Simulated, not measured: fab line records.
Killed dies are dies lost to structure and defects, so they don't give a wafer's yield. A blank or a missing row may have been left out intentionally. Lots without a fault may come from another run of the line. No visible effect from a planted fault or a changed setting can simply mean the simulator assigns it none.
Which tool is to blame?	flow gf180mcu	Sampling: 14 lots, 39 wafers, 2 of 602 route steps

WHAT EACH GAUGE READ, for each wafer
GF_M4_OVL_MEAS_15.
lot	measured	on	M4_OVL (nm)
L490	day 23 11:17	overlay-02	0 -1
L491	day 23 19:38	overlay-02	-9 -3 -1
L493	day 24 12:20	overlay-01	-6 0 1
L494	day 24 19:56	overlay-02	0 -4 -4
L495	day 25 04:58	overlay-02	0 -1 -1
L496	day 25 16:11	overlay-02	-5 -3 -3
L501	day 27 10:49	overlay-01	0 0 -4
L503	day 27 19:14	overlay-01	-1 2 -10
L504	day 28 03:38	overlay-01	-12 -10 -9
L507	day 28 23:44	overlay-01	-4 -5 -4
L508	day 29 04:08	overlay-01	9 8 7
L510	day 29 19:32	overlay-02	5 0
L511	day 29 21:14	overlay-02	-2 -5 0
L512	day 30 06:17	overlay-02	-1 -5

WHICH TOOL RAN EACH LOT (tool, then ch and the chambers of the sampled wafers, then the start)
lot	GF_M4_SPUTTER_00
L490	pvd_sputter-04, day 22 10:58
L491	pvd_sputter-04, day 22 20:20
L493	pvd_sputter-01, day 23 13:58
L494	pvd_sputter-01, day 23 21:53
L495	pvd_sputter-03, day 24 06:20
L496	pvd_sputter-01, day 24 18:01
L501	pvd_sputter-04, day 26 13:44
L503	pvd_sputter-04, day 26 22:07
L504	pvd_sputter-04, day 27 07:59
L507	pvd_sputter-04, day 28 04:05
L508	pvd_sputter-04, day 28 09:31
L510	pvd_sputter-04, day 29 00:25
L511	pvd_sputter-03, day 29 02:19
L512	pvd_sputter-03, day 29 11:25
- GF_M4_SPUTTER_00: material Ti, target thk 37.5 nm, time 150 s.

AS READ BY THE TOOLS THEMSELVES (means over the sampled wafers that have a number; for cases with no such wafer, the mark the record gives instead)
GF_M4_SPUTTER_00.
lot	tool	throttle_valve_pct (%)
L490	pvd_sputter-04	30.2
L491	pvd_sputter-04	31.0
L493	pvd_sputter-01	29.9
L494	pvd_sputter-01	29.7
L495	pvd_sputter-03	30.4
L496	pvd_sputter-01	28.5
L501	pvd_sputter-04	31.3
L503	pvd_sputter-04	30.2
L504	pvd_sputter-04	31.5
L507	pvd_sputter-04	31.0
L508	pvd_sputter-04	30.4
L510	pvd_sputter-04	30.2
L511	pvd_sputter-03	29.3
L512	pvd_sputter-03	28.8

THE ANSWER, worked out from the rows above alone
Rule: the usual values come from the lots themselves. Put in order of their means at a reading, lots are off if they are a third of the lots or fewer, leave a main group of 4 or more, and stand apart from it by a gap of 3 or more times the standard deviation of the main group's means; of several such gaps the widest counts. A main group is skipped when, at the precision printed for the reading in the tables above, its means are all equal. Also off: a lot with no number at a reading for which 4 or more lots have one. The other lots that the step has rows for count as sound. The gauges are gone through in route order, then the tools' own readings, and for those a lot's mean is taken as printed above. At the first step where some lot is off, the reading lying furthest off is the one used; lots without a number count as furthest.
None of the lots is off at any reading shown; this tells nothing.

WHAT THE SIMULATOR HAD PUT IN
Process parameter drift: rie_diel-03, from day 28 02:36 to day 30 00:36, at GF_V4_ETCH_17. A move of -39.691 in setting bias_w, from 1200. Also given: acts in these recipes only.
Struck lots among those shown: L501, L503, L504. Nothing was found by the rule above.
